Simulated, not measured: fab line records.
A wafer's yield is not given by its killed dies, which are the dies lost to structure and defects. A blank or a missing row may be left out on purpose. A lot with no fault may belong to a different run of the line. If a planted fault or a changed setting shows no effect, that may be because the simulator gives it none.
fab line records | flow sky130
record: lots: 6 | wafers: 18 | last_day: 50
route steps=708 shown LI_CONTACT@375 LOCAL_INTERCONNECT@387
lots untouched by any fault: they come from a run of this same line in which no faults occurred
start_h: hours from the record's opening day to when the first of the lot's shown wafers began | wait_h: hours elapsed since this lot's preceding step | " unchanged from the row above | L1.1+2: a row that stands for several wafers | - no value, or no start given | * or withheld: withheld | < > ~ a bound
route shown NAME@n: a module of which the file shows steps, and the number in the route of the first | usual: the fault-free wafers' mean and standard deviation | same: alike in all rows | chamber/n: place in a boat | sites: readings site by site | _std_site: standard deviation of those values | _edge_site: outer sites' mean less inner sites' | radius_mm: for every site, how far away it sits from the centre of the wafer | mask NAME#n: copy n | behind: the most recent tool/chamber to have shaped the wafer | hold: why the lot went on hold/how many hours it stayed there/how the hold came to an end | device: which transistor (n, p or np) failed to switch | end of line: tests run on the same wafers once the route is complete | step lacking rows: just its recipe | killed: count of dies lost to structure and defects at first sort (not the wafer's yield) | map: the dies of a wafer, with x for killed, . for not killed, _ for no die there
set.NAME: the run value of the setting; set.NAME@STEP: its run value at that earlier step | model.NAME: the simulator's own value behind a step, which no gauge read
a table for each step, a row for each wafer; lots at some steps of the route
services: when a tool's chamber went out of use (start_h, in hours from the record's first day, below 0 if earlier), for how many hours, and the reason
== steps ==
step: SKY_LI_CONTACT_OVL_MEAS_13
usual: LI_CONTACT_OVL: -1/5.4
lot.wafer | tool       | chamber | start_h | wait_h | LI_CONTACT_OVL[nm]
L288.1    | overlay-01 | -       | 683.33  | 0.1    | -6
L288.4    | "          | -       | "       | "      | 10
L288.5    | "          | -       | "       | "      | 2
L294.1    | overlay-01 | -       | 740.49  | 0.1    | -11
L294.2    | "          | -       | "       | "      | -8
L294.5    | "          | -       | "       | "      | -9
L302.3    | overlay-01 | -       | 812.65  | 0.1    | -1
L302.4    | "          | -       | "       | "      | -2
L302.6    | "          | -       | "       | "      | -8
L304.3    | overlay-02 | -       | 816.69  | 0.1    | 0
L304.4    | "          | -       | "       | "      | -2
L304.6    | "          | -       | "       | "      | 1
L309.1    | overlay-01 | -       | 848.79  | 0.1    | -7
L309.2    | "          | -       | "       | "      | -7
L309.6    | "          | -       | "       | "      | -8
L308.1    | overlay-02 | -       | 848.84  | 0.1    | -1
L308.5    | "          | -       | "       | "      | -2
L308.6    | "          | -       | "       | "      | 2
step: SKY_LI_CONTACT_ETCH_14
recipe: chemistry: N2/H2 | target: BARC | ion_energy_ev: 200 | source_w: 500 | bias_w: 100 | pressure_mtorr: 30 | n2_flow_sccm: 100 | h2_flow_sccm: 200 | stop_on: SiO2 | time_s: 45.9 | target_depth_a: 600
step: SKY_LI_CONTACT_ETCH_15
recipe: target: PSG | chemistry: C4F8/O2/Ar | stop_on: Si | taper_deg: 4.15 | mask_material: KrF-thick | source_w: 1500 | bias_w: 1200 | pressure_mtorr: 40 | c4f8_flow_sccm: withheld | O2_flow_sccm: 6 | Ar_flow_sccm: 300 | time_s: withheld | target_depth_a: 6000
step: SKY_LI_CONTACT_STRIP_16
recipe: chemistry: O2/N2 | power_w: 1400 | pressure_mtorr: 1500 | platen_temp_c: withheld | o2_flow_sccm: 3000 | n2_flow_sccm: 300 | overash_fraction: 0.5
usual: drypump_motor_current_A: 5.95/0.24 | oes_product_au: 0.376/0.0049 | strip_time_to_endpoint_s: 3.50/0.032
lot.wafer | tool            | chamber | start_h | wait_h | drypump_motor_current_A | oes_product_au | rf_hours_counter_h | strip_time_to_endpoint_s
L288.1    | plasma_asher-04 | 1       | 683.49  | -      | 5.57                    | 0.387          | 93                 | 3.50
L288.4    | "               | 0       | "       | "      | 5.97                    | 0.375          | -                  | 3.46
L288.5    | "               | 1       | "       | "      | 5.56                    | 0.372          | -                  | 3.47
L294.1    | plasma_asher-02 | 1       | 740.65  | -      | 5.76                    | 0.383          | 30                 | 3.54
L294.2    | "               | 0       | "       | "      | 5.81                    | 0.384          | 30                 | 3.53
L294.5    | "               | 1       | "       | "      | 5.77                    | 0.379          | -                  | 3.53
L302.3    | plasma_asher-02 | 0       | 812.83  | -      | 5.80                    | 0.379          | -                  | 3.54
L302.4    | "               | 1       | "       | "      | 5.77                    | 0.381          | -                  | 3.53
L302.6    | "               | 1       | "       | "      | 5.77                    | 0.372          | -                  | 3.52
L304.3    | plasma_asher-03 | 0       | 816.88  | -      | 6.14                    | 0.369          | -                  | 3.55
L304.4    | "               | 1       | "       | "      | 6.28                    | 0.370          | -                  | 3.51
L304.6    | "               | 0       | "       | "      | 6.18                    | 0.377          | -                  | 3.52
L309.1    | plasma_asher-02 | 1       | 848.95  | -      | 5.78                    | 0.374          | 41                 | 3.51
L309.2    | "               | 0       | "       | "      | 5.82                    | 0.378          | 41                 | 3.51
L309.6    | "               | 0       | "       | "      | 5.83                    | 0.378          | -                  | 3.56
L308.1    | plasma_asher-03 | 0       | 849.01  | -      | 6.14                    | 0.372          | 105                | 3.44
L308.5    | "               | 1       | "       | "      | 6.28                    | 0.374          | -                  | 3.48
L308.6    | "               | 0       | "       | "      | 6.17                    | 0.376          | -                  | 3.45
step: SKY_LI_CONTACT_CLEAN_17
recipe: chemistry: NMP | time_s: 600 | temp_c: 60 | dry: n2_spin
step: SKY_LI_CONTACT_PRE_CLEAN_18
recipe: gas: Ar | time_s: 5.6 | bias_v: 358
step: SKY_LI_CONTACT_SPUTTER_19
recipe: material: Ti | target_thk_nm: 20 | chamber_pressure_pa: 5 | power_w: 2500 | substrate_temp_c: 200 | time_s: 106.37
usual: cathode_dc_power_W: 2500.0/0.42 | throttle_valve_pct: 29.7/1.2
lot.wafer | tool           | chamber | start_h | wait_h | cathode_dc_power_W | throttle_valve_pct
L288.1    | pvd_sputter-04 | -       | 683.79  | 0.0    | 2499.9             | 31.3
L288.4    | "              | -       | "       | "      | 2500.6             | 28.2
L288.5    | "              | -       | "       | "      | 2499.8             | 30.3
L294.1    | pvd_sputter-04 | -       | 740.94  | 0.0    | 2500.4             | 30.1
L294.2    | "              | -       | "       | "      | 2500.6             | 31.3
L294.5    | "              | -       | "       | "      | 2500.2             | 29.0
L302.3    | pvd_sputter-02 | -       | 813.09  | 0.0    | 2500.8             | 30.3
L302.4    | "              | -       | "       | "      | 2499.9             | 30.8
L302.6    | "              | -       | "       | "      | 2499.6             | 28.8
L304.3    | pvd_sputter-01 | -       | 817.14  | 0.0    | 2499.5             | 31.3
L304.4    | "              | -       | "       | "      | 2499.6             | 29.3
L304.6    | "              | -       | "       | "      | 2499.8             | 31.3
L309.1    | pvd_sputter-02 | -       | 849.26  | 0.0    | 2500.7             | 30.5
L309.2    | "              | -       | "       | "      | 2499.4             | 28.7
L309.6    | "              | -       | "       | "      | 2499.9             | 28.7
L308.1    | pvd_sputter-01 | -       | 849.35  | 0.0    | 2500.5             | 31.2
L308.5    | "              | -       | "       | "      | 2500.2             | 29.1
L308.6    | "              | -       | "       | "      | 2500.1             | 28.8
step: SKY_LI_CONTACT_SPUTTER_20
recipe: material: TiN | target_thk_nm: 20 | chamber_pressure_pa: 5 | power_w: 4000 | time_s: 80
step: SKY_LI_CONTACT_CVD_21
recipe: material: W | target_thk_nm: 400 | time_s: 120.56 | temp_c: 396.5 | pressure_torr: 40
usual: heater_power_w: 763/71
lot.wafer | tool     | chamber | start_h | wait_h | heater_power_w
L288.1    | cvd_w-01 | 1       | 683.92  | 0.0    | 714
L288.4    | "        | 0       | "       | "      | 857
L288.5    | "        | 1       | "       | "      | 716
L294.1    | cvd_w-01 | 1       | 741.08  | 0.0    | 706
L294.2    | "        | 0       | "       | "      | 891
L294.5    | "        | 0       | "       | "      | 862
L302.3    | cvd_w-01 | 1       | 813.27  | 0.1    | 725
L302.4    | "        | 0       | "       | "      | 886
L302.6    | "        | 0       | "       | "      | 877
L304.3    | cvd_w-01 | 0       | 817.32  | 0.1    | 875
L304.4    | "        | 1       | "       | "      | 702
L304.6    | "        | 0       | "       | "      | 871
L309.1    | cvd_w-01 | 0       | 849.40  | 0.0    | 874
L309.2    | "        | 1       | "       | "      | 714
L309.6    | "        | 1       | "       | "      | 715
L308.1    | cvd_w-02 | 0       | 849.49  | 0.0    | 793
L308.5    | "        | 0       | "       | "      | 806
L308.6    | "        | 1       | "       | "      | 679
step: SKY_LI_CONTACT_RS_MEAS_22
recipe: thk_meas_gauge: four-point-probe | reads: W_of_LI_CONTACT_CVD_21+TiN_of_LI_CONTACT_SPUTTER_20+Ti_of_LI_CONTACT_SPUTTER_19
usual: LI_CONTACT_W_RS: 0.301/0.0043
lot.wafer | tool          | chamber | start_h | wait_h | LI_CONTACT_W_RS[ohm/sq]
L288.1    | film_metro-03 | -       | 684.05  | 0.1    | 0.302
L288.4    | "             | -       | "       | "      | 0.305
L288.5    | "             | -       | "       | "      | 0.298
L294.1    | film_metro-01 | -       | 741.21  | 0.1    | 0.301
L294.2    | "             | -       | "       | "      | 0.305
L294.5    | "             | -       | "       | "      | 0.307
L302.3    | film_metro-01 | -       | 813.40  | 0.1    | 0.300
L302.4    | "             | -       | "       | "      | 0.306
L302.6    | "             | -       | "       | "      | 0.305
L304.3    | film_metro-03 | -       | 817.44  | 0.1    | 0.309
L304.4    | "             | -       | "       | "      | 0.301
L304.6    | "             | -       | "       | "      | 0.303
L309.1    | film_metro-03 | -       | 849.52  | 0.1    | 0.303
L309.2    | "             | -       | "       | "      | 0.299
L309.6    | "             | -       | "       | "      | 0.300
L308.1    | film_metro-02 | -       | 849.66  | 0.1    | 0.300
L308.5    | "             | -       | "       | "      | 0.298
L308.6    | "             | -       | "       | "      | 0.306
step: SKY_LI_CONTACT_THK_MEAS_23
recipe: thk_meas_gauge: xrf | reads: W_of_LI_CONTACT_CVD_21
usual: LI_CONTACT_W_THK: 382/7.2
lot.wafer | tool          | chamber | start_h | wait_h | LI_CONTACT_W_THK[nm]
L288.1    | film_metro-03 | -       | 684.17  | 0.1    | 382
L288.4    | "             | -       | "       | "      | 379
L288.5    | "             | -       | "       | "      | 390
L294.1    | film_metro-01 | -       | 741.33  | 0.1    | 377
L294.2    | "             | -       | "       | "      | 372
L294.5    | "             | -       | "       | "      | 366
L302.3    | film_metro-01 | -       | 813.50  | 0.1    | 381
L302.4    | "             | -       | "       | "      | 370
L302.6    | "             | -       | "       | "      | 370
L304.3    | film_metro-03 | -       | 817.54  | 0.1    | 371
L304.4    | "             | -       | "       | "      | 383
L304.6    | "             | -       | "       | "      | 380
L309.1    | film_metro-03 | -       | 849.64  | 0.1    | 384
L309.2    | "             | -       | "       | "      | 389
L309.6    | "             | -       | "       | "      | 388
L308.1    | film_metro-02 | -       | 849.78  | 0.1    | 387
L308.5    | "             | -       | "       | "      | 386
L308.6    | "             | -       | "       | "      | 375
step: SKY_LI_CONTACT_CMP_24
recipe: stop_on: PSG | t_overpolish_s: 20 | down_force_psi: 3.5 | platen_rpm: 60 | target_thk_nm: 0 | pad_velocity_m_s: 0.94248
usual: motor_current_A: 11.2/0.97 | overpolish_run_s: 20.000/0.009 | platen_rpm: 60.00/0.038 | slurry_flow_ml_min: 149.9/0.49 | time_to_endpoint_s: 91/3.5
lot.wafer | tool   | chamber | start_h | wait_h | motor_current_A | overpolish_run_s | platen_rpm | slurry_flow_ml_min | time_to_endpoint_s
L288.4    | cmp-01 | 2       | 684.28  | 0.1    | 11.4            | 20.000           | 60.05      | 149.5              | 89
L288.1    | "      | 3       | "       | "      | 12.2            | 19.994           | 59.94      | 149.9              | 95
L288.5    | "      | 2       | "       | "      | 11.4            | 20.008           | 59.97      | 150.2              | 91
L294.2    | cmp-01 | 3       | 741.44  | 0.1    | 12.3            | 20.010           | 60.01      | 150.3              | 88
L294.1    | "      | 1       | "       | "      | 10.7            | 19.999           | 60.00      | 149.7              | 89
L294.5    | "      | 2       | "       | "      | 11.5            | 20.001           | 59.99      | 149.7              | 86
L302.3    | cmp-02 | 2       | 813.59  | 0.1    | 10.9            | 19.986           | 60.06      | 150.4              | 97
L302.4    | "      | 0       | "       | "      | 12.1            | 20.000           | 60.04      | 150.0              | 90
L302.6    | "      | 1       | "       | "      | 11.7            | 19.993           | 60.02      | 150.0              | 90
L304.3    | cmp-02 | 0       | 817.68  | 0.1    | 11.7            | 19.997           | 59.98      | 150.6              | 88
L304.4    | "      | 1       | "       | "      | 11.8            | 19.993           | 60.05      | 149.9              | 91
L304.6    | "      | 3       | "       | "      | 11.5            | 20.002           | 59.98      | 150.2              | 90
L309.2    | cmp-01 | 1       | 849.82  | 0.2    | 11.0            | 19.999           | 60.00      | 149.8              | 92
L309.1    | "      | 2       | "       | "      | 11.1            | 20.017           | 60.02      | 150.6              | 90
L309.6    | "      | 3       | "       | "      | 12.7            | 20.008           | 59.96      | 150.2              | 92
L308.1    | cmp-02 | 3       | 850.01  | 0.2    | 11.6            | 19.999           | 59.95      | 150.6              | 96
L308.6    | "      | 2       | "       | "      | 11.0            | 19.998           | 60.02      | 149.3              | 93
L308.5    | "      | 3       | "       | "      | 11.9            | 20.015           | 60.00      | 150.1              | 99
step: SKY_LOCAL_INTERCONNECT_SPUTTER_00
recipe: material: TiN | target_thk_nm: 100 | temp_c: 300 | power_w: 6500 | time_s: 83.3 | chamber_pressure_pa: 0.4
usual: cathode_dc_power_W: 6499.8/1.1 | throttle_valve_pct: 29.3/1.1
lot.wafer | tool           | chamber | start_h | wait_h | cathode_dc_power_W | throttle_valve_pct | model.TiN_of_LOCAL_INTERCONNECT_SPUTTER_00.thk_nm
L288.1    | pvd_sputter-03 | -       | 684.53  | 0.1    | 6499.4             | 27.8               | 99.92
L288.4    | "              | -       | "       | "      | 6499.3             | 29.5               | 101.3
L288.5    | "              | -       | "       | "      | 6499.1             | 28.0               | 99.6
L294.1    | pvd_sputter-04 | -       | 741.69  | 0.1    | 6498.1             | 28.4               | 99.48
L294.2    | "              | -       | "       | "      | 6499.5             | 30.6               | 99.9
L294.5    | "              | -       | "       | "      | 6501.8             | 28.4               | 99.51
L302.3    | pvd_sputter-03 | -       | 813.84  | 0.2    | 9587.2             | 28.6               | 147.5
L302.4    | "              | -       | "       | "      | 6497.8             | 28.2               | 100.4
L302.6    | "              | -       | "       | "      | 6501.7             | 29.6               | 100
L304.3    | pvd_sputter-03 | -       | 817.88  | 0.1    | 9584.7             | 28.5               | 149.1
L304.4    | "              | -       | "       | "      | 6499.4             | 29.7               | 102
L304.6    | "              | -       | "       | "      | 9585.5             | 28.3               | 149.2
L309.1    | pvd_sputter-04 | -       | 850.02  | 0.1    | 6497.8             | 28.3               | 100.2
L309.2    | "              | -       | "       | "      | 6499.9             | 30.6               | 99.89
L309.6    | "              | -       | "       | "      | 6501.6             | 28.5               | 100.1
L308.1    | pvd_sputter-02 | -       | 850.26  | 0.2    | 6499.5             | 30.5               | 99.82
L308.5    | "              | -       | "       | "      | 6497.8             | 28.8               | 99.42
L308.6    | "              | -       | "       | "      | 6500.3             | 30.4               | 101.3
step: SKY_LOCAL_INTERCONNECT_RS_MEAS_01
recipe: thk_meas_gauge: four-point-probe | reads: TiN_of_LOCAL_INTERCONNECT_SPUTTER_00
usual: LOCAL_INTERCONNECT_TIN_RS: 14.11/0.17
lot.wafer | tool          | chamber | start_h | wait_h | LOCAL_INTERCONNECT_TIN_RS[ohm/sq]
L288.1    | film_metro-04 | -       | 684.59  | 0.0    | 14.12
L288.4    | "             | -       | "       | "      | 13.96
L288.5    | "             | -       | "       | "      | 14.21
L294.1    | film_metro-03 | -       | 741.75  | 0.0    | 14.22
L294.2    | "             | -       | "       | "      | 14.15
L294.5    | "             | -       | "       | "      | 14.26
L302.3    | film_metro-03 | -       | 813.94  | 0.1    | 9.47
L302.4    | "             | -       | "       | "      | 14.11
L302.6    | "             | -       | "       | "      | 14.15
L304.3    | film_metro-04 | -       | 817.98  | 0.1    | 9.35
L304.4    | "             | -       | "       | "      | 13.83
L304.6    | "             | -       | "       | "      | 9.33
L309.1    | film_metro-02 | -       | 850.08  | 0.0    | 14.14
L309.2    | "             | -       | "       | "      | 14.16
L309.6    | "             | -       | "       | "      | 14.15
L308.1    | film_metro-02 | -       | 850.32  | 0.0    | 14.18
L308.5    | "             | -       | "       | "      | 14.25
L308.6    | "             | -       | "       | "      | 13.97
step: SKY_LOCAL_INTERCONNECT_THK_MEAS_02
recipe: thk_meas_gauge: xrf | reads: TiN_of_LOCAL_INTERCONNECT_SPUTTER_00
usual: LOCAL_INTERCONNECT_TIN_THK: 99.7/1.3
lot.wafer | tool          | chamber | start_h | wait_h | LOCAL_INTERCONNECT_TIN_THK[nm]
L288.1    | film_metro-04 | -       | 684.71  | 0.1    | 98.5
L288.4    | "             | -       | "       | "      | 100.3
L288.5    | "             | -       | "       | "      | 98.8
L294.1    | film_metro-03 | -       | 741.87  | 0.1    | 99.2
L294.2    | "             | -       | "       | "      | 100.0
L294.5    | "             | -       | "       | "      | 99.9
L302.3    | film_metro-03 | -       | 814.04  | 0.1    | 147.1
L302.4    | "             | -       | "       | "      | 99.8
L302.6    | "             | -       | "       | "      | 99.6
L304.3    | film_metro-04 | -       | 818.08  | 0.1    | 147.5
L304.4    | "             | -       | "       | "      | 101.9
L304.6    | "             | -       | "       | "      | 147.6
L309.1    | film_metro-02 | -       | 850.20  | 0.1    | 99.3
L309.2    | "             | -       | "       | "      | 98.8
L309.6    | "             | -       | "       | "      | 98.9
L308.1    | film_metro-02 | -       | 850.44  | 0.1    | 99.2
L308.5    | "             | -       | "       | "      | 98.2
L308.6    | "             | -       | "       | "      | 100.6
step: SKY_LOCAL_INTERCONNECT_DEHYDRATE_03
recipe: temp_c: 200 | time_s: 60
step: SKY_LOCAL_INTERCONNECT_HMDS_04
recipe: prime_time_s: 60 | prime_temp_c: 120
step: SKY_LOCAL_INTERCONNECT_COAT_05
recipe: resist: BARC | temp_c: withheld | time_s: withheld | spin_rpm: 3000 | resist_thk_nm: 60
step: SKY_LOCAL_INTERCONNECT_COAT_06
recipe: resist: KrF-thick | spin_rpm: 3000 | resist_thk_nm: 450
step: SKY_LOCAL_INTERCONNECT_SOFTBAKE_07
recipe: temp_c: 100 | time_s: 90 | resist: KrF-thick
step: SKY_LOCAL_INTERCONNECT_EXPOSE_08
recipe: mask_id: LI1M | na: 0.8 | source_shape: annular | sigma_inner: 0.55 | sigma_outer: 0.85 | target_cd_nm: 170 | dose_mj: 28
step: SKY_LOCAL_INTERCONNECT_PEB_09
recipe: peb_temp_c: withheld | peb_time_s: withheld | resist: KrF-thick
step: SKY_LOCAL_INTERCONNECT_DEVELOP_10
recipe: develop_time_s: 60 | resist: KrF-thick | dev_temp_c: 21
step: SKY_LOCAL_INTERCONNECT_CD_MEAS_11
recipe: target_cd_nm: 170
usual: cd_nm: 169.6/1.5
lot.wafer | tool      | chamber | start_h | wait_h | cd_nm
L288.1    | cd_sem-01 | -       | 712.27  | -      | 171.6
L288.4    | "         | -       | "       | "      | 171.3
L288.5    | "         | -       | "       | "      | 171.2
L294.1    | cd_sem-02 | -       | 768.16  | -      | 169.4
L294.2    | "         | -       | "       | "      | 169.9
L294.5    | "         | -       | "       | "      | 169.6
L302.3    | cd_sem-02 | -       | 847.66  | -      | 167.8
L302.4    | "         | -       | "       | "      | 168.7
L302.6    | "         | -       | "       | "      | 167.7
L304.3    | cd_sem-01 | -       | 849.10  | -      | 171.2
L304.4    | "         | -       | "       | "      | 171.3
L304.6    | "         | -       | "       | "      | 171.5
L309.1    | cd_sem-02 | -       | 875.76  | -      | 168.3
L309.2    | "         | -       | "       | "      | 170.3
L309.6    | "         | -       | "       | "      | 170.4
L308.1    | cd_sem-02 | -       | 876.41  | -      | 169.8
L308.5    | "         | -       | "       | "      | 170.7
L308.6    | "         | -       | "       | "      | 171.0
step: SKY_LOCAL_INTERCONNECT_OVL_MEAS_12
usual: LOCAL_INTERCONNECT_OVL: -3/5.7
lot.wafer | tool       | chamber | start_h | wait_h | LOCAL_INTERCONNECT_OVL[nm]
L288.1    | overlay-01 | -       | 712.39  | 0.1    | 5
L288.4    | "          | -       | "       | "      | 5
L288.5    | "          | -       | "       | "      | 3
L294.1    | overlay-02 | -       | 768.28  | 0.1    | 5
L294.2    | "          | -       | "       | "      | 10
L294.5    | "          | -       | "       | "      | 0
L302.3    | overlay-01 | -       | 847.75  | 0.1    | -2
L302.4    | "          | -       | "       | "      | -13
L302.6    | "          | -       | "       | "      | -5
L304.3    | overlay-02 | -       | 849.19  | 0.1    | -10
L304.4    | "          | -       | "       | "      | -9
L304.6    | "          | -       | "       | "      | -6
L309.1    | overlay-02 | -       | 875.88  | 0.1    | 6
L309.2    | "          | -       | "       | "      | -1
L309.6    | "          | -       | "       | "      | 4
L308.1    | overlay-02 | -       | 876.53  | 0.1    | 6
L308.5    | "          | -       | "       | "      | 18
L308.6    | "          | -       | "       | "      | 5
step: SKY_LOCAL_INTERCONNECT_ETCH_13
recipe: chemistry: N2/H2 | target: BARC | ion_energy_ev: 200 | bias_w: 100 | pressure_mtorr: 30 | n2_flow_sccm: 100 | h2_flow_sccm: 200 | icp_w: 500 | stop_on: SiO2 | time_s: 45.9 | target_depth_a: 600
step: SKY_LOCAL_INTERCONNECT_METAL_ETCH_14
recipe: target_depth_nm: 110 | stop_on: PSG | chemistry: Cl2/BCl3 | target: TiN | resist_sidewall_deg: 88 | pressure_mtorr: 10 | icp_w: 900 | bias_w: 48.5 | Cl2_flow_sccm: 60 | bcl3_flow_sccm: 30 | time_s: 31.4
usual: drypump_motor_current_A: 5.9/0.44 | oes_product_au: 0.942/0.008 | throttle_valve_pct: 21.900/0.0099
lot.wafer | tool         | chamber | start_h | wait_h | drypump_motor_current_A | oes_product_au | rf_hours_counter_h | throttle_valve_pct
L288.1    | rie_metal-02 | 0       | 712.49  | 0.0    | 6.2                     | 0.940          | 12                 | 21.921
L288.4    | "            | 1       | "       | "      | 5.8                     | 0.945          | -                  | 21.896
L288.5    | "            | 0       | "       | "      | 6.2                     | 0.937          | -                  | 21.903
L294.1    | rie_metal-02 | 1       | 768.38  | 0.0    | 5.9                     | 0.937          | 2                  | 21.910
L294.2    | "            | 0       | "       | "      | 6.2                     | 0.927          | 14                 | 21.885
L294.5    | "            | 0       | "       | "      | 6.2                     | 0.933          | -                  | 21.901
L302.3    | rie_metal-02 | 0       | 847.86  | 0.0    | 6.2                     | 1.014          | -                  | 21.864
L302.4    | "            | 1       | "       | "      | 5.9                     | 0.941          | -                  | 21.894
L302.6    | "            | 1       | "       | "      | 5.9                     | 0.936          | -                  | 21.903
L304.3    | rie_metal-02 | 0       | 849.30  | 0.0    | 6.3                     | 1.005          | -                  | 21.861
L304.4    | "            | 1       | "       | "      | 5.9                     | 0.949          | -                  | 21.899
L304.6    | "            | 1       | "       | "      | 5.9                     | 1.010          | -                  | 21.874
L309.1    | rie_metal-02 | 0       | 875.98  | 0.0    | 6.3                     | 0.938          | 18                 | 21.915
L309.2    | "            | 1       | "       | "      | 5.9                     | 0.938          | 5                  | 21.888
L309.6    | "            | 0       | "       | "      | 6.3                     | 0.949          | -                  | 21.914
L308.1    | rie_metal-04 | 1       | 876.63  | 0.0    | 6.5                     | 0.937          | 3                  | 21.910
L308.5    | "            | 1       | "       | "      | 6.5                     | 0.942          | -                  | 21.887
L308.6    | "            | 0       | "       | "      | 5.0                     | 0.942          | -                  | 21.897
step: SKY_LOCAL_INTERCONNECT_STRIP_15
recipe: chemistry: O2/N2 | power_w: 1400 | pressure_mtorr: 1500 | platen_temp_c: withheld | o2_flow_sccm: 3000 | n2_flow_sccm: 300 | overash_fraction: 0.5
usual: drypump_motor_current_A: 5.7/0.47 | oes_product_au: 0.427/0.0044 | strip_time_to_endpoint_s: 4.728/0.02
lot.wafer | tool            | chamber | start_h | wait_h | drypump_motor_current_A | oes_product_au | rf_hours_counter_h | strip_time_to_endpoint_s
L288.1    | plasma_asher-03 | 0       | 712.54  | 0.0    | 6.2                     | 0.424          | 91                 | 4.721
L288.4    | "               | 0       | "       | "      | 6.2                     | 0.428          | -                  | 4.721
L288.5    | "               | 1       | "       | "      | 6.3                     | 0.430          | -                  | 4.722
L294.1    | plasma_asher-01 | 1       | 768.43  | 0.0    | 5.4                     | 0.421          | 65                 | 4.718
L294.2    | "               | 0       | "       | "      | 4.9                     | 0.417          | 65                 | 4.702
L294.5    | "               | 0       | "       | "      | 4.9                     | 0.429          | -                  | 4.706
L302.3    | plasma_asher-03 | 0       | 847.93  | 0.1    | 6.1                     | 0.429          | -                  | 4.711
L302.4    | "               | 1       | "       | "      | 6.3                     | 0.424          | -                  | 4.730
L302.6    | "               | 0       | "       | "      | 6.1                     | 0.428          | -                  | 4.728
L304.3    | plasma_asher-04 | 1       | 849.36  | 0.1    | 5.6                     | 0.431          | -                  | 4.719
L304.4    | "               | 0       | "       | "      | 6.0                     | 0.435          | -                  | 4.729
L304.6    | "               | 1       | "       | "      | 5.6                     | 0.430          | -                  | 4.715
L309.1    | plasma_asher-03 | 0       | 876.03  | 0.0    | 6.2                     | 0.424          | 107                | 4.709
L309.2    | "               | 1       | "       | "      | 6.3                     | 0.426          | 107                | 4.702
L309.6    | "               | 1       | "       | "      | 6.3                     | 0.435          | -                  | 4.705
L308.1    | plasma_asher-03 | 1       | 876.68  | 0.0    | 6.2                     | 0.427          | 108                | 4.740
L308.5    | "               | 1       | "       | "      | 6.3                     | 0.423          | -                  | 4.739
L308.6    | "               | 0       | "       | "      | 6.2                     | 0.433          | -                  | 4.722
step: SKY_LOCAL_INTERCONNECT_STRIP_16
recipe: chemistry: post_etch_residue_remover | time_s: 1200 | temp_c: 72.5
lot.wafer | tool         | chamber | start_h | wait_h | model.TiN_of_LOCAL_INTERCONNECT_SPUTTER_00.thk_nm
L288.1    | wet_bench-01 | 2       | 712.64  | 0.1    | 99.49
L288.4    | "            | 2       | "       | "      | 100.9
L288.5    | "            | 2       | "       | "      | 99.18
L294.1    | wet_bench-03 | 2       | 768.53  | 0.1    | 99.06
L294.2    | "            | 2       | "       | "      | 99.49
L294.5    | "            | 2       | "       | "      | 99.09
L302.3    | wet_bench-02 | 0       | 847.99  | 0.0    | 147.1
L302.4    | "            | 0       | "       | "      | 100
L302.6    | "            | 0       | "       | "      | 99.61
L304.3    | wet_bench-03 | 1       | 849.43  | 0.0    | 148.7
L304.4    | "            | 1       | "       | "      | 101.6
L304.6    | "            | 1       | "       | "      | 148.8
L309.1    | wet_bench-01 | 2       | 876.13  | 0.1    | 99.76
L309.2    | "            | 2       | "       | "      | 99.47
L309.6    | "            | 2       | "       | "      | 99.67
L308.1    | wet_bench-01 | 2       | 876.78  | 0.1    | 99.4
L308.5    | "            | 2       | "       | "      | 99
L308.6    | "            | 2       | "       | "      | 100.9
step: SKY_LOCAL_INTERCONNECT_CLEAN_17
recipe: chemistry: IPA | time_s: 180 | temp_c: 25
== services ==
tool            | chamber | start_h | hours | kind
pvd_sputter-04  | -       | 668.82  | 1.5   | repair
pvd_sputter-03  | -       | 692.84  | 1.3   | repair
cmp-02          | -       | 694.41  | 2.6   | repair
pvd_sputter-03  | -       | 703.44  | 4.0   | repair
plasma_asher-04 | -       | 731.40  | 12.5  | pm
cmp-02          | -       | 732.75  | 6.9   | pm
plasma_asher-04 | -       | 743.87  | 9.0   | pm
cmp-01          | -       | 744.14  | 4.0   | pm
cmp-02          | -       | 763.45  | 4.6   | pm
rie_metal-02    | 1       | 771.68  | 11.1  | repair
pvd_sputter-01  | -       | 772.95  | 3.6   | repair
cvd_w-01        | 0       | 787.38  | 8.8   | repair
cmp-02          | -       | 798.26  | 6.1   | repair
cmp-02          | -       | 801.93  | 0.5   | repair
plasma_asher-02 | -       | 803.04  | 0.3   | repair
pvd_sputter-01  | -       | 807.42  | 6.8   | repair
cmp-01          | -       | 819.60  | 4.5   | pm
cvd_w-01        | -       | 820.11  | 14.6  | pm
pvd_sputter-04  | -       | 825.80  | 2.9   | repair
rie_metal-02    | 1       | 827.87  | 8.8   | repair
cmp-01          | -       | 840.28  | 1.9   | repair
cmp-02          | -       | 857.17  | 2.1   | repair
wet_bench-03    | -       | 864.35  | 5.1   | repair
pvd_sputter-02  | -       | 873.42  | 7.8   | repair
== key ==
first_sign: step: SKY_LOCAL_INTERCONNECT_SPUTTER_00 | reading: cathode_dc_power_W | direction: up | sigmas: 99+ | usual: 6499.8 | struck: 9585.8
effect: step: SKY_LOCAL_INTERCONNECT_RS_MEAS_01 | reading: LOCAL_INTERCONNECT_TIN_RS | direction: down | sigmas: 28 | usual: 14.11 | struck: 9.38
effect: step: SKY_LOCAL_INTERCONNECT_THK_MEAS_02 | reading: LOCAL_INTERCONNECT_TIN_THK | direction: up | sigmas: 37 | usual: 99.7 | struck: 147.4
effect: step: SKY_LOCAL_INTERCONNECT_METAL_ETCH_14 | reading: oes_product_au | direction: up | sigmas: 8.5 | usual: 0.942 | struck: 1.010
model_effect: step: SKY_LOCAL_INTERCONNECT_SPUTTER_00 | value: TiN_of_LOCAL_INTERCONNECT_SPUTTER_00.thk_nm | without: 101.1 | struck: 148.6
model_effect: step: SKY_LOCAL_INTERCONNECT_STRIP_16 | value: TiN_of_LOCAL_INTERCONNECT_SPUTTER_00.thk_nm | without: 100.7 | struck: 148.2
met_at SKY_LOCAL_INTERCONNECT_SPUTTER_00
struck_wafers L302.3,L304.3,L304.6
sort_left_out L302.3,L304.3,L304.6
tester_left_out L302,L304
fault: kind: process_parameter_drift | tool: pvd_sputter-03 | chamber: - | onset_h: 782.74 | steps: SKY_LOCAL_INTERCONNECT_SPUTTER_00 | channel: power_w | offset: * | shape: step | end_h: 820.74 | acts_in: * | stated: * | scope: struck_wafers_only
tester_left_out: of these lots the tester's yield and bins aren't shown, on N5 and GAA mostly nor the transistor test; their killed dies are dies lost to structure and defects alone, not to doping, threshold or leakage, so they don't give the yield
sort_left_out: the simulated sort isn't trusted on such a fault, so these wafers' sort isn't shown, and their yield isn't known
